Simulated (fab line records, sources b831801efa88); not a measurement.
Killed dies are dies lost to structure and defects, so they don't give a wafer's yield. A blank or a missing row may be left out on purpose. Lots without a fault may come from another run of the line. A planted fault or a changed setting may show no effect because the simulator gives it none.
fab line records | flow gf180mcu
record lots=5 wafers=15 last_day=34
route steps=602 shown V3@432 M4@456
lots that met no fault: from a run of the same line without faults
start_h: hours from the record's first day to the start of the lot's first wafer shown | wait_h: hours since the lot's step before | " the same as in the row above | L1.1+2: a row that stands for several wafers | - no value, or no start given | * or withheld: withheld | < > ~ a bound
route shown NAME@n: a module of which the file shows steps, and the number in the route of the first | usual: mean/standard deviation of fault-free wafers | same: alike in all rows | chamber/n: place in a boat | sites: the reading at each site | _std_site: their standard deviation | _edge_site: outer sites' mean less inner sites' | radius_mm: how far each site lies from the wafer's centre | mask NAME#n: copy n | behind: the tool/chamber that last shaped the wafer | hold: why the lot was held/for how many hours/how that ended | device: the transistor (n, p or np) that didn't switch | end of line: the same wafers' tests at the end of the route | a step without rows: its recipe alone | killed: dies lost to structure and defects at the first sort, not the wafer's yield | map: a wafer's dies, x killed, . not, _ none there
set.NAME: the setting as run; set.NAME@STEP: as run at that earlier step | model.NAME: the simulator's own value behind a step, which no gauge read
lots at some steps of the route; a table a step, a row a wafer
services: from which hour (start_h, from the record's first day; less than 0 if before it) a tool's chamber was out of use, for how many hours, and why
## steps
# step GF_V3_THK_MEAS_03
# recipe reads=SiO2_of_V3_CVD_02
# usual V3_CVD_02_THK=849/13
# columns lot.wafer tool chamber start_h wait_h V3_CVD_02_THK[nm]
L080.4 film_metro-02 - 547.31 0.0 864
L080.5 " - " " 847
L080.6 " - " " 856
L081.2 film_metro-02 - 556.12 0.0 840
L081.3 " - " " 852
L081.6 " - " " 861
L086.1 film_metro-02 - 595.63 0.0 849
L086.3 " - " " 839
L086.5 " - " " 859
L095.1 film_metro-03 - 650.68 0.0 839
L095.3 " - " " 839
L095.4 " - " " 855
L097.1 film_metro-01 - 660.87 0.0 847
L097.2 " - " " 826
L097.3 " - " " 833
# step GF_V3_CMP_04
# recipe material=SiO2 down_force_psi=4 platen_rpm=60 pad_velocity_m_s=0.94248
# usual motor_current_A=11.5/0.96 retaining_ring_pressure_frac=0.999/0.0049 time_to_endpoint_s=84/6.9
# columns lot.wafer tool chamber start_h wait_h motor_current_A retaining_ring_pressure_frac time_to_endpoint_s
L080.4 cmp-01 0 547.49 0.2 10.9 1.007 95
L080.5 " 1 " " 11.0 0.997 83
L080.6 " 2 " " 12.8 1.002 89
L081.2 cmp-02 0 556.22 0.1 13.4 1.005 87
L081.3 " 1 " " 11.1 1.005 86
L081.6 " 0 " " 12.6 0.996 97
L086.1 cmp-01 2 595.69 0.1 12.6 0.993 83
L086.3 " 1 " " 11.7 0.996 79
L086.5 " 2 " " 12.2 0.996 89
L095.1 cmp-01 1 650.74 0.1 11.1 1.003 74
L095.3 " 3 " " 11.7 1.008 76
L095.4 " 0 " " 11.3 0.995 83
L097.1 cmp-01 3 660.93 0.1 12.0 1.000 80
L097.2 " 0 " " 11.3 0.997 68
L097.3 " 2 " " 13.3 1.000 74
# step GF_V3_BOW_MEAS_05
# recipe mode=bow
# usual V3_BOW=115/9
# columns lot.wafer tool chamber start_h wait_h V3_BOW[um]
L080.4 film_metro-01 - 547.70 0.2 111
L080.5 " - " " 107
L080.6 " - " " 104
L081.2 film_metro-01 - 556.49 0.2 126
L081.3 " - " " 116
L081.6 " - " " 115
L086.1 film_metro-03 - 595.99 0.2 119
L086.3 " - " " 119
L086.5 " - " " 122
L095.1 film_metro-03 - 651.04 0.2 120
L095.3 " - " " 115
L095.4 " - " " 121
L097.1 film_metro-03 - 661.23 0.2 120
L097.2 " - " " 122
L097.3 " - " " 119
# step GF_V3_DEHYDRATE_06
# recipe temp_c=200 time_s=60
# usual chill_plate_temp_C=23.00/0.11
# columns lot.wafer tool chamber start_h wait_h chill_plate_temp_C
L080.4 litho_track-04 0 558.34 10.6 22.86
L080.5 " 0 " " 22.91
L080.6 " 0 " " 22.83
L081.2 litho_track-04 0 567.14 10.6 22.96
L081.3 " 0 " " 22.77
L081.6 " 0 " " 22.96
L086.1 litho_track-03 0 605.28 9.3 22.93
L086.3 " 0 " " 23.08
L086.5 " 0 " " 23.00
L095.1 litho_track-03 0 660.23 9.2 23.11
L095.3 " 0 " " 23.04
L095.4 " 0 " " 23.21
L097.1 litho_track-03 0 670.03 8.8 22.91
L097.2 " 0 " " 22.98
L097.3 " 0 " " 23.04
# step GF_V3_HMDS_07
# recipe prime_time_s=60 prime_temp_c=120
# usual chill_plate_temp_C=23.02/0.11
# columns lot.wafer tool chamber start_h wait_h chill_plate_temp_C
L080.4 litho_track-04 0 558.49 0.1 22.98
L080.5 " 0 " " 23.02
L080.6 " 0 " " 22.90
L081.2 litho_track-04 0 567.29 0.1 23.09
L081.3 " 0 " " 23.13
L081.6 " 0 " " 23.03
L086.1 litho_track-03 0 605.43 0.1 23.11
L086.3 " 0 " " 23.07
L086.5 " 0 " " 22.96
L095.1 litho_track-03 0 660.38 0.1 23.08
L095.3 " 0 " " 22.98
L095.4 " 0 " " 23.07
L097.1 litho_track-03 0 670.18 0.1 22.89
L097.2 " 0 " " 22.91
L097.3 " 0 " " 22.90
# step GF_V3_COAT_08
# recipe resist=BARC temp_c=withheld time_s=withheld spin_rpm=withheld resist_thk_nm=withheld
# usual chill_plate_temp_C=* dispense_pressure_kPa=51.3/2.1
# columns lot.wafer tool chamber start_h wait_h chill_plate_temp_C dispense_pressure_kPa
L080.4 litho_track-04 0 558.64 0.1 * 48.0
L080.5 " 0 " " * 48.0
L080.6 " 0 " " * 48.0
L081.2 litho_track-04 0 567.44 0.1 * 48.0
L081.3 " 0 " " * 48.0
L081.6 " 0 " " * 48.0
L086.1 litho_track-03 0 605.58 0.1 * 50.6
L086.3 " 0 " " * 50.6
L086.5 " 0 " " * 50.5
L095.1 litho_track-03 0 660.53 0.1 * 50.5
L095.3 " 0 " " * 50.5
L095.4 " 0 " " * 50.5
L097.1 litho_track-03 0 670.33 0.1 * 50.5
L097.2 " 0 " " * 50.5
L097.3 " 0 " " * 50.5
# step GF_V3_COAT_09
# recipe resist=KrF spin_rpm=withheld resist_thk_nm=1000
# usual chill_plate_temp_C=23.01/0.11 dispense_pressure_kPa=51.3/2.1
# columns lot.wafer tool chamber start_h wait_h chill_plate_temp_C dispense_pressure_kPa
L080.4 litho_track-04 0 - - 23.22 47.9
L080.5 " 0 " " 23.12 47.9
L080.6 " 0 " " 23.15 48.0
L081.2 litho_track-04 0 - - 22.97 48.0
L081.3 " 0 " " 22.99 48.0
L081.6 " 0 " " 23.06 48.0
L086.1 litho_track-03 0 - - 22.92 50.5
L086.3 " 0 " " 22.92 50.5
L086.5 " 0 " " 22.83 50.5
L095.1 litho_track-03 0 - - 23.05 50.5
L095.3 " 0 " " 23.00 50.5
L095.4 " 0 " " 23.10 50.5
L097.1 litho_track-03 0 - - 23.05 50.5
L097.2 " 0 " " 22.88 50.5
L097.3 " 0 " " 23.10 50.5
# step GF_V3_SOFTBAKE_10
# recipe temp_c=130 time_s=60 resist=KrF
# usual chill_plate_temp_C=23.02/0.092
# columns lot.wafer tool chamber start_h wait_h chill_plate_temp_C
L080.4 litho_track-04 0 - - 23.10
L080.5 " 0 " " 23.01
L080.6 " 0 " " 23.10
L081.2 litho_track-04 0 - - 23.05
L081.3 " 0 " " 23.10
L081.6 " 0 " " 22.94
L086.1 litho_track-03 0 - - 22.85
L086.3 " 0 " " 22.94
L086.5 " 0 " " 22.88
L095.1 litho_track-03 0 - - 23.18
L095.3 " 0 " " 22.92
L095.4 " 0 " " 23.03
L097.1 litho_track-03 0 - - 23.09
L097.2 " 0 " " 23.10
L097.3 " 0 " " 23.02
# step GF_V3_EXPOSE_11
# recipe mask_id=Via3 target_cd_nm=260 na=0.68 source_shape=conventional sigma_outer=0.6 dose_mj=38
# usual focus_offset_nm=0.0/0.45
# columns lot.wafer tool chamber start_h wait_h mask focus_offset_nm
L080.4 krf_scanner-01 0 - - Via3#0 0.2
L080.5 " 0 " " Via3#0 0.3
L080.6 " 0 " " Via3#0 0.1
L081.2 krf_scanner-01 0 - - Via3#0 0.2
L081.3 " 0 " " Via3#0 -0.2
L081.6 " 0 " " Via3#0 0.2
L086.1 krf_scanner-02 0 - - Via3#0 0.9
L086.3 " 0 " " Via3#0 -0.3
L086.5 " 0 " " Via3#0 0.1
L095.1 krf_scanner-01 0 - - Via3#0 -0.1
L095.3 " 0 " " Via3#0 -0.2
L095.4 " 0 " " Via3#0 0.1
L097.1 krf_scanner-01 0 - - Via3#0 0.8
L097.2 " 0 " " Via3#0 0.2
L097.3 " 0 " " Via3#0 0.0
# step GF_V3_PEB_12
# recipe peb_temp_c=135 peb_time_s=90 resist=KrF
# usual chill_plate_temp_C=23.00/0.11
# columns lot.wafer tool chamber start_h wait_h chill_plate_temp_C
L080.4 litho_track-03 0 - - 22.91
L080.5 " 0 " " 22.82
L080.6 " 0 " " 22.83
L081.2 litho_track-04 0 - - 23.01
L081.3 " 0 " " 22.89
L081.6 " 0 " " 23.13
L086.1 litho_track-03 0 - - 22.94
L086.3 " 0 " " 23.00
L086.5 " 0 " " 22.91
L095.1 litho_track-04 0 - - 22.97
L095.3 " 0 " " 23.00
L095.4 " 0 " " 22.81
L097.1 litho_track-04 0 - - 23.17
L097.2 " 0 " " 23.21
L097.3 " 0 " " 22.95
# step GF_V3_DEVELOP_13
# recipe develop_time_s=60 resist=KrF dev_temp_c=21
# usual chill_plate_temp_C=22.99/0.11
# columns lot.wafer tool chamber start_h wait_h chill_plate_temp_C
L080.4 litho_track-03 0 570.06 0.1 22.94
L080.5 " 0 " " 22.96
L080.6 " 0 " " 23.03
L081.2 litho_track-04 0 578.24 0.2 23.18
L081.3 " 0 " " 23.15
L081.6 " 0 " " 23.09
L086.1 litho_track-03 0 615.58 0.2 23.10
L086.3 " 0 " " 22.98
L086.5 " 0 " " 23.03
L095.1 litho_track-04 0 670.16 0.2 23.06
L095.3 " 0 " " 23.14
L095.4 " 0 " " 22.92
L097.1 litho_track-04 0 680.41 0.2 22.93
L097.2 " 0 " " 22.93
L097.3 " 0 " " 23.08
# step GF_V3_CD_MEAS_14
# recipe target_cd_nm=260
# usual cd_nm=259.7/1.1
# columns lot.wafer tool chamber start_h wait_h cd_nm
L080.4 cd_sem-02 - 570.19 0.1 260.5
L080.5 " - " " 259.8
L080.6 " - " " 261.7
L081.2 cd_sem-02 - 578.38 0.1 258.9
L081.3 " - " " 258.4
L081.6 " - " " 259.4
L086.1 cd_sem-02 - 615.73 0.1 260.7
L086.3 " - " " 260.1
L086.5 " - " " 261.5
L095.1 cd_sem-02 - 670.31 0.1 257.8
L095.3 " - " " 260.0
L095.4 " - " " 259.5
L097.1 cd_sem-02 - 680.56 0.1 257.6
L097.2 " - " " 259.5
L097.3 " - " " 259.4
# step GF_V3_OVL_MEAS_15
# usual V3_OVL=2/5.2
# columns lot.wafer tool chamber start_h wait_h V3_OVL[nm]
L080.4 overlay-02 - 570.27 0.1 5
L080.5 " - " " 6
L080.6 " - " " 10
L081.2 overlay-02 - 578.49 0.1 6
L081.3 " - " " 13
L081.6 " - " " 9
L086.1 overlay-01 - 615.85 0.1 2
L086.3 " - " " -4
L086.5 " - " " -6
L095.1 overlay-01 - 670.43 0.1 1
L095.3 " - " " 11
L095.4 " - " " 0
L097.1 overlay-01 - 680.68 0.1 -2
L097.2 " - " " -1
L097.3 " - " " -6
# step GF_V3_ETCH_16
# recipe chemistry=N2/H2 target_depth_a=withheld overetch_a=withheld time_s=withheld target=BARC ion_energy_ev=200 source_w=500 bias_w=100 pressure_mtorr=30 n2_flow_sccm=100 h2_flow_sccm=200
# usual drypump_motor_current_A=5.7/0.53 h2_flow_sccm=200.0/0.58 n2_flow_sccm=99.99/0.28 oes_product_au=0.856/0.0047 throttle_valve_pct=13.224/0.0088
# columns lot.wafer tool chamber start_h wait_h drypump_motor_current_A h2_flow_sccm n2_flow_sccm oes_product_au throttle_valve_pct
L080.4 rie_diel-01 1 570.29 0.0 4.7 200.0 99.77 0.856 13.219
L080.5 " 0 " " 5.2 200.1 100.11 0.852 13.234
L080.6 " 1 " " 4.7 199.5 100.32 0.857 13.208
L081.2 rie_diel-04 1 578.52 0.0 6.4 200.1 100.78 0.849 13.232
L081.3 " 0 " " 6.3 200.1 100.26 0.868 13.213
L081.6 " 3 " " 5.2 199.7 100.14 0.861 13.211
L086.1 rie_diel-04 0 615.89 0.0 6.3 199.2 99.89 0.861 13.220
L086.3 " 2 " " 5.7 200.4 100.05 0.853 13.226
L086.5 " 0 " " 6.3 200.6 100.02 0.860 13.229
L095.1 rie_diel-01 2 670.47 0.0 6.1 199.7 99.73 0.854 13.228
L095.3 " 1 " " 4.7 200.3 100.22 0.859 13.229
L095.4 " 3 " " 6.2 199.6 100.05 0.853 13.221
L097.1 rie_diel-04 0 680.72 0.0 6.3 199.6 99.75 0.851 13.234
L097.2 " 2 " " 5.7 200.3 100.36 0.859 13.235
L097.3 " 1 " " 6.4 199.7 100.37 0.850 13.236
# step GF_V3_ETCH_17
# recipe chemistry=C4F8/O2/Ar mask_material=KrF target=SiO2 stop_on=TiN source_w=1500 bias_w=1200 pressure_mtorr=40 c4f8_flow_sccm=withheld O2_flow_sccm=6 Ar_flow_sccm=300 time_s=withheld target_depth_a=6350
# usual oes_product_au=0.856/0.0052
# columns lot.wafer tool chamber start_h wait_h oes_product_au
L080.4 rie_diel-01 1 - - 0.862
L080.5 " 0 " " 0.859
L080.6 " 1 " " 0.860
L081.2 rie_diel-04 1 - - 0.855
L081.3 " 0 " " 0.849
L081.6 " 3 " " 0.851
L086.1 rie_diel-04 0 - - 0.854
L086.3 " 2 " " 0.849
L086.5 " 0 " " 0.856
L095.1 rie_diel-01 2 - - 0.856
L095.3 " 1 " " 0.855
L095.4 " 3 " " 0.854
L097.1 rie_diel-04 0 - - 0.860
L097.2 " 2 " " 0.862
L097.3 " 1 " " 0.868
# step GF_V3_STRIP_18
# recipe chemistry=O2/N2 power_w=1400 pressure_mtorr=1500 platen_temp_c=250 o2_flow_sccm=3000 n2_flow_sccm=300 overash_fraction=0.5
# usual drypump_motor_current_A=5.8/0.41 heater_power_w=332/19 n2_flow_sccm=300.0/0.81 oes_product_au=0.594/0.0047
# columns lot.wafer tool chamber start_h wait_h drypump_motor_current_A heater_power_w n2_flow_sccm oes_product_au rf_hours_counter_h
L080.4 plasma_asher-04 0 570.45 - 6.3 347 301.5 0.591 -
L080.5 " 0 " " 6.3 358 299.8 0.590 -
L080.6 " 1 " " 5.9 333 299.4 0.601 -
L081.2 plasma_asher-04 0 578.65 - 6.3 359 299.8 0.592 85
L081.3 " 0 " " 6.3 340 300.3 0.602 -
L081.6 " 1 " " 6.0 337 299.5 0.593 -
L086.1 plasma_asher-03 0 616.02 - 5.7 315 299.1 0.584 52
L086.3 " 1 " " 6.0 315 299.3 0.587 -
L086.5 " 1 " " 6.0 306 299.9 0.586 -
L095.1 plasma_asher-03 1 670.60 - 6.1 299 299.1 0.596 58
L095.3 " 0 " " 5.8 314 301.4 0.586 -
L095.4 " 1 " " 6.0 304 300.3 0.597 -
L097.1 plasma_asher-03 0 680.85 - 5.7 316 299.7 0.591 59
L097.2 " 1 " " 6.0 306 299.6 0.595 59
L097.3 " 0 " " 5.7 317 299.8 0.590 -
# step GF_V3_STRIP_19
# recipe chemistry=post_etch_residue_remover time_s=1200 temp_c=72.5
# usual bath_guard_temp_C=72.8/0.62
# columns lot.wafer tool chamber start_h wait_h bath_guard_temp_C
L080.4 wet_bench-03 2 570.52 0.0 72.4
L080.5 " 2 " " 72.3
L080.6 " 2 " " 72.4
L081.2 wet_bench-04 1 578.75 0.1 71.7
L081.3 " 1 " " 72.0
L081.6 " 1 " " 72.2
L086.1 wet_bench-02 0 616.12 0.1 73.5
L086.3 " 0 " " 73.5
L086.5 " 0 " " 73.4
L095.1 wet_bench-04 3 670.70 0.1 71.5
L095.3 " 3 " " 71.4
L095.4 " 3 " " 71.3
L097.1 wet_bench-03 1 680.95 0.1 72.8
L097.2 " 1 " " 72.4
L097.3 " 1 " " 72.8
# step GF_V3_CLEAN_20
# recipe chemistry=DIW dry=n2_spin
# columns lot.wafer tool chamber start_h wait_h
L080.4+5+6 wet_bench-04 3 570.86 0.0
L081.2+3+6 wet_bench-03 0 579.09 0.0
L086.1+3+5 wet_bench-03 1 616.46 0.0
L095.1+3+4 wet_bench-03 3 671.07 0.0
L097.1+2+3 wet_bench-02 1 681.29 0.0
# step GF_V3_SPUTTER_21
# recipe material=Ti target_thk_nm=15 chamber_pressure_pa=5 power_w=2500 substrate_temp_c=200 time_s=80.02
# usual throttle_valve_pct=30.0/0.91
# columns lot.wafer tool chamber start_h wait_h throttle_valve_pct
L080.4 pvd_sputter-04 - 570.95 0.0 29.4
L080.5 " - " " 29.5
L080.6 " - " " 31.5
L081.2 pvd_sputter-02 - 579.18 0.0 31.0
L081.3 " - " " 29.0
L081.6 " - " " 29.1
L086.1 pvd_sputter-01 - 616.56 0.0 29.8
L086.3 " - " " 29.6
L086.5 " - " " 29.4
L095.1 pvd_sputter-04 - 671.16 0.0 29.6
L095.3 " - " " 29.2
L095.4 " - " " 31.5
L097.1 pvd_sputter-01 - 681.39 0.0 29.7
L097.2 " - " " 30.2
L097.3 " - " " 29.8
# step GF_V3_SPUTTER_22
# recipe material=TiN target_thk_nm=10 chamber_pressure_pa=5 power_w=4000 time_s=40
# usual throttle_valve_pct=30.0/0.89
# columns lot.wafer tool chamber start_h wait_h throttle_valve_pct
L080.4 pvd_sputter-04 - 571.01 0.0 29.4
L080.5 " - " " 29.6
L080.6 " - " " 31.7
L081.2 pvd_sputter-02 - 579.24 0.0 30.6
L081.3 " - " " 29.1
L081.6 " - " " 29.1
L086.1 pvd_sputter-01 - 616.62 0.0 30.0
L086.3 " - " " 29.7
L086.5 " - " " 29.8
L095.1 pvd_sputter-04 - 671.22 0.0 29.8
L095.3 " - " " 29.6
L095.4 " - " " 31.5
L097.1 pvd_sputter-01 - 681.45 0.0 29.4
L097.2 " - " " 30.3
L097.3 " - " " 29.5
# step GF_V3_CVD_23
# recipe material=W target_thk_nm=350 time_s=104.9 temp_c=400 pressure_torr=40
# usual heater_power_w=823/33 susceptor_temp_C=399.94/0.22
# columns lot.wafer tool chamber start_h wait_h heater_power_w since_wet_clean_h susceptor_temp_C
L080.4 cvd_w-02 1 571.09 0.1 856 - 400.50
L080.5 " 0 " " 781 - 399.96
L080.6 " 1 " " 876 - 399.85
L081.2 cvd_w-02 0 579.28 0.0 776 175 400.26
L081.3 " 1 " " 838 - 400.07
L081.6 " 0 " " 767 - 400.23
L086.1 cvd_w-02 1 616.66 0.0 855 213 399.57
L086.3 " 1 " " 891 - 399.66
L086.5 " 0 " " 802 - 399.76
L095.1 cvd_w-02 1 671.26 0.0 855 267 400.10
L095.3 " 1 " " 863 - 399.73
L095.4 " 0 " " 792 - 399.83
L097.1 cvd_w-01 1 681.49 0.0 828 778 399.97
L097.2 " 0 " " 837 778 399.94
L097.3 " 0 " " 826 - 400.02
# step GF_V3_RS_MEAS_24
# recipe thk_meas_gauge=four-point-probe reads=W_of_V3_CVD_23+TiN_of_V3_SPUTTER_22+Ti_of_V3_SPUTTER_21
# usual V3_W_RS=0.325/0.0039
# columns lot.wafer tool chamber start_h wait_h V3_W_RS[ohm/sq]
L080.4 film_metro-03 - 571.23 0.1 0.324
L080.5 " - " " 0.325
L080.6 " - " " 0.326
L081.2 film_metro-03 - 579.41 0.1 0.327
L081.3 " - " " 0.328
L081.6 " - " " 0.332
L086.1 film_metro-02 - 616.77 0.1 0.327
L086.3 " - " " 0.327
L086.5 " - " " 0.330
L095.1 film_metro-03 - 671.37 0.1 0.323
L095.3 " - " " 0.325
L095.4 " - " " 0.325
L097.1 film_metro-03 - 681.60 0.1 0.321
L097.2 " - " " 0.324
L097.3 " - " " 0.327
# step GF_V3_THK_MEAS_25
# recipe thk_meas_gauge=xrf reads=W_of_V3_CVD_23
# usual V3_W_THK=360/7.1
# columns lot.wafer tool chamber start_h wait_h V3_W_THK[nm]
L080.4 film_metro-03 - 571.32 0.1 355
L080.5 " - " " 354
L080.6 " - " " 354
L081.2 film_metro-03 - 579.52 0.1 351
L081.3 " - " " 348
L081.6 " - " " 344
L086.1 film_metro-02 - 616.89 0.1 364
L086.3 " - " " 362
L086.5 " - " " 360
L095.1 film_metro-03 - 671.49 0.1 355
L095.3 " - " " 354
L095.4 " - " " 353
L097.1 film_metro-03 - 681.72 0.1 356
L097.2 " - " " 352
L097.3 " - " " 351
# step GF_V3_CMP_26
# recipe stop_on=SiO2 down_force_psi=3.5 platen_rpm=60 t_overpolish_s=15 target_thk_nm=0 pad_velocity_m_s=0.94248
# usual motor_current_A=10.4/0.83 overpolish_run_s=15.001/0.0099 retaining_ring_pressure_frac=1.000/0.0051 time_to_endpoint_s=87/4.6
# columns lot.wafer tool chamber start_h wait_h motor_current_A overpolish_run_s retaining_ring_pressure_frac time_to_endpoint_s
L080.4 cmp-02 1 571.40 0.1 9.7 14.997 1.004 83
L080.6 " 0 " " 11.3 15.017 0.983 88
L080.5 " 1 " " 9.4 14.995 1.005 86
L081.2 cmp-01 3 579.57 0.0 10.8 15.007 1.001 96
L081.3 " 2 " " 11.7 15.017 1.002 90
L081.6 " 3 " " 10.7 14.998 0.998 95
L086.1 cmp-01 1 617.00 0.1 11.4 14.995 1.005 81
L086.3 " 2 " " 11.1 14.996 0.997 83
L086.5 " 0 " " 9.8 15.000 0.996 85
L095.4 cmp-02 3 671.55 0.0 9.7 14.996 1.000 83
L095.3 " 1 " " 10.2 15.014 0.994 89
L095.1 " 2 " " 10.3 15.005 0.999 88
L097.3 cmp-01 0 681.83 0.1 10.0 14.990 1.002 82
L097.1 " 1 " " 10.8 14.999 1.008 80
L097.2 " 2 " " 11.5 15.010 1.004 80
# step GF_M4_SPUTTER_00
# recipe material=Ti target_thk_nm=37.5 arriving_ion_energy_ev=80 substrate_temp_c=200 chamber_pressure_pa=2 power_w=4000 time_s=150
# usual throttle_valve_pct=29.9/0.88
# columns lot.wafer tool chamber start_h wait_h throttle_valve_pct
L080.4 pvd_sputter-02 - 571.70 0.2 29.3
L080.5 " - " " 30.7
L080.6 " - " " 28.9
L081.2 pvd_sputter-03 - 579.87 0.2 29.4
L081.3 " - " " 30.2
L081.6 " - " " 28.7
L086.1 pvd_sputter-02 - 617.25 0.2 29.3
L086.3 " - " " 31.6
L086.5 " - " " 28.9
L095.1 pvd_sputter-02 - 671.85 0.1 30.6
L095.3 " - " " 31.4
L095.4 " - " " 29.1
L097.1 pvd_sputter-02 - 682.08 0.1 31.5
L097.2 " - " " 30.6
L097.3 " - " " 29.2
# step GF_M4_SPUTTER_01
# recipe material=TiN target_thk_nm=30 power_w=6671 time_s=25 chamber_pressure_pa=0.4
# usual throttle_valve_pct=29.9/0.9
# columns lot.wafer tool chamber start_h wait_h throttle_valve_pct
L080.4 pvd_sputter-02 - 571.76 0.0 28.7
L080.5 " - " " 31.2
L080.6 " - " " 29.0
L081.2 pvd_sputter-03 - 579.97 0.1 29.7
L081.3 " - " " 29.8
L081.6 " - " " 28.4
L086.1 pvd_sputter-02 - 617.35 0.1 29.0
L086.3 " - " " 31.5
L086.5 " - " " 28.9
L095.1 pvd_sputter-02 - 671.95 0.1 31.1
L095.3 " - " " 31.3
L095.4 " - " " 29.2
L097.1 pvd_sputter-02 - 682.18 0.1 31.4
L097.2 " - " " 30.9
L097.3 " - " " 28.9
# step GF_M4_SPUTTER_02
# recipe material=AlCu target_thk_nm=450 power_w=10600 time_s=23.9 chamber_pressure_pa=0.4
# usual throttle_valve_pct=29.9/0.89
# columns lot.wafer tool chamber start_h wait_h throttle_valve_pct
L080.4 pvd_sputter-02 - 571.79 0.0 29.1
L080.5 " - " " 31.0
L080.6 " - " " 29.2
L081.2 pvd_sputter-03 - 580.00 0.0 29.5
L081.3 " - " " 30.0
L081.6 " - " " 28.5
L086.1 pvd_sputter-02 - 617.38 0.0 29.0
L086.3 " - " " 31.3
L086.5 " - " " 28.7
L095.1 pvd_sputter-02 - 671.98 0.0 30.9
L095.3 " - " " 31.6
L095.4 " - " " 28.8
L097.1 pvd_sputter-02 - 682.21 0.0 31.8
L097.2 " - " " 31.1
L097.3 " - " " 29.0
# step GF_M4_SPUTTER_03
# recipe material=Ti target_thk_nm=10 substrate_temp_c=300 chamber_pressure_pa=0.3 power_w=3000 time_s=6.7
# usual throttle_valve_pct=29.9/0.89
# columns lot.wafer tool chamber start_h wait_h throttle_valve_pct
L080.4 pvd_sputter-02 - 571.82 0.0 28.9
L080.5 " - " " 31.0
L080.6 " - " " 29.3
L081.2 pvd_sputter-03 - 580.03 0.0 29.6
L081.3 " - " " 29.9
L081.6 " - " " 28.9
L086.1 pvd_sputter-02 - 617.41 0.0 29.1
L086.3 " - " " 31.5
L086.5 " - " " 29.2
L095.1 pvd_sputter-02 - 672.01 0.0 30.8
L095.3 " - " " 31.7
L095.4 " - " " 28.9
L097.1 pvd_sputter-02 - 682.24 0.0 31.5
L097.2 " - " " 30.9
L097.3 " - " " 29.2
# step GF_M4_SPUTTER_04
# recipe material=TiN target_thk_nm=50 power_w=6500 time_s=41.7 chamber_pressure_pa=0.4
# usual throttle_valve_pct=29.9/0.88
# columns lot.wafer tool chamber start_h wait_h throttle_valve_pct
L080.4 pvd_sputter-02 - 571.85 0.0 29.0
L080.5 " - " " 30.9
L080.6 " - " " 28.9
L081.2 pvd_sputter-03 - 580.05 0.0 29.5
L081.3 " - " " 29.8
L081.6 " - " " 28.8
L086.1 pvd_sputter-02 - 617.43 0.0 28.9
L086.3 " - " " 31.4
L086.5 " - " " 28.6
L095.1 pvd_sputter-02 - 672.03 0.0 30.7
L095.3 " - " " 31.6
L095.4 " - " " 29.0
L097.1 pvd_sputter-02 - 682.26 0.0 31.3
L097.2 " - " " 31.0
L097.3 " - " " 28.9
# step GF_M4_RS_MEAS_05
# recipe thk_meas_gauge=four-point-probe reads=TiN_of_M4_SPUTTER_04+Ti_of_M4_SPUTTER_03+AlCu_of_M4_SPUTTER_02+TiN_of_M4_SPUTTER_01+Ti_of_M4_SPUTTER_00
# usual M4_ALCU_RS=0.0697/0.0007
# columns lot.wafer tool chamber start_h wait_h M4_ALCU_RS[ohm/sq]
L080.4 film_metro-01 - 571.93 0.1 0.0695
L080.5 " - " " 0.0684
L080.6 " - " " 0.0691
L081.2 film_metro-04 - 580.11 0.0 0.0702
L081.3 " - " " 0.0701
L081.6 " - " " 0.0693
L086.1 film_metro-03 - 617.47 0.0 0.0686
L086.3 " - " " 0.0691
L086.5 " - " " 0.0697
L095.1 film_metro-04 - 672.07 0.0 0.0694
L095.3 " - " " 0.0695
L095.4 " - " " 0.0695
L097.1 film_metro-04 - 682.30 0.0 0.0713
L097.2 " - " " 0.0705
L097.3 " - " " 0.0711
# step GF_M4_THK_MEAS_06
# recipe thk_meas_gauge=xrf reads=AlCu_of_M4_SPUTTER_02
# usual M4_ALCU_THK=446/4.8
# columns lot.wafer tool chamber start_h wait_h M4_ALCU_THK[nm]
L080.4 film_metro-01 - 572.02 0.1 444
L080.5 " - " " 450
L080.6 " - " " 447
L081.2 film_metro-04 - 580.22 0.1 444
L081.3 " - " " 446
L081.6 " - " " 449
L086.1 film_metro-03 - 617.59 0.1 454
L086.3 " - " " 451
L086.5 " - " " 447
L095.1 film_metro-04 - 672.19 0.1 449
L095.3 " - " " 450
L095.4 " - " " 450
L097.1 film_metro-04 - 682.42 0.1 439
L097.2 " - " " 442
L097.3 " - " " 441
# step GF_M4_DEHYDRATE_07
# recipe temp_c=200 time_s=60
# usual chill_plate_temp_C=23.01/0.12
# columns lot.wafer tool chamber start_h wait_h chill_plate_temp_C
L080.4 litho_track-03 0 582.11 10.1 22.96
L080.5 " 0 " " 22.78
L080.6 " 0 " " 22.98
L081.2 litho_track-04 0 590.74 10.5 23.06
L081.3 " 0 " " 23.04
L081.6 " 0 " " 23.13
L086.1 litho_track-04 0 627.16 9.6 23.04
L086.3 " 0 " " 23.17
L086.5 " 0 " " 23.06
L095.1 litho_track-01 0 681.28 9.1 23.05
L095.3 " 0 " " 23.15
L095.4 " 0 " " 23.03
L097.1 litho_track-03 0 690.83 8.4 22.99
L097.2 " 0 " " 23.07
L097.3 " 0 " " 23.10
# step GF_M4_HMDS_08
# recipe prime_time_s=60 prime_temp_c=120
# usual chill_plate_temp_C=22.98/0.11
# columns lot.wafer tool chamber start_h wait_h chill_plate_temp_C
L080.4 litho_track-03 0 582.26 0.1 22.83
L080.5 " 0 " " 22.93
L080.6 " 0 " " 22.94
L081.2 litho_track-04 0 590.89 0.1 22.92
L081.3 " 0 " " 22.93
L081.6 " 0 " " 22.91
L086.1 litho_track-04 0 627.31 0.1 23.07
L086.3 " 0 " " 22.89
L086.5 " 0 " " 22.88
L095.1 litho_track-01 0 681.43 0.1 22.85
L095.3 " 0 " " 22.92
L095.4 " 0 " " 23.18
L097.1 litho_track-03 0 690.98 0.1 22.87
L097.2 " 0 " " 23.01
L097.3 " 0 " " 22.92
## services
# columns tool chamber start_h hours kind
krf_scanner-02 - 536.36 0.8 pm
krf_scanner-02 - 538.38 0.3 repair
pvd_sputter-01 - 540.59 1.0 repair
wet_bench-03 - 557.59 7.1 repair
krf_scanner-01 - 574.63 0.8 pm
cmp-02 - 575.65 10.0 pm
pvd_sputter-02 - 582.03 9.0 repair
wet_bench-02 - 582.46 1.4 repair
krf_scanner-01 - 587.19 1.0 pm
krf_scanner-01 - 593.05 16.8 repair
cmp-01 - 602.98 4.0 pm
rie_diel-04 0 603.08 8.2 repair
wet_bench-04 - 604.89 18.2 repair
cmp-02 - 607.50 1.4 repair
plasma_asher-04 - 614.19 14.6 pm
krf_scanner-02 - 615.37 4.4 pm
krf_scanner-02 - 619.74 4.0 pm
cmp-01 - 637.96 8.0 pm
pvd_sputter-03 - 644.69 2.2 repair
krf_scanner-01 - 669.04 1.3 pm
cmp-01 - 672.08 5.1 pm
cmp-02 - 679.00 1.1 repair
rie_diel-01 - 684.50 2.8 pm
krf_scanner-01 - 686.75 1.4 repair
## key
fault none
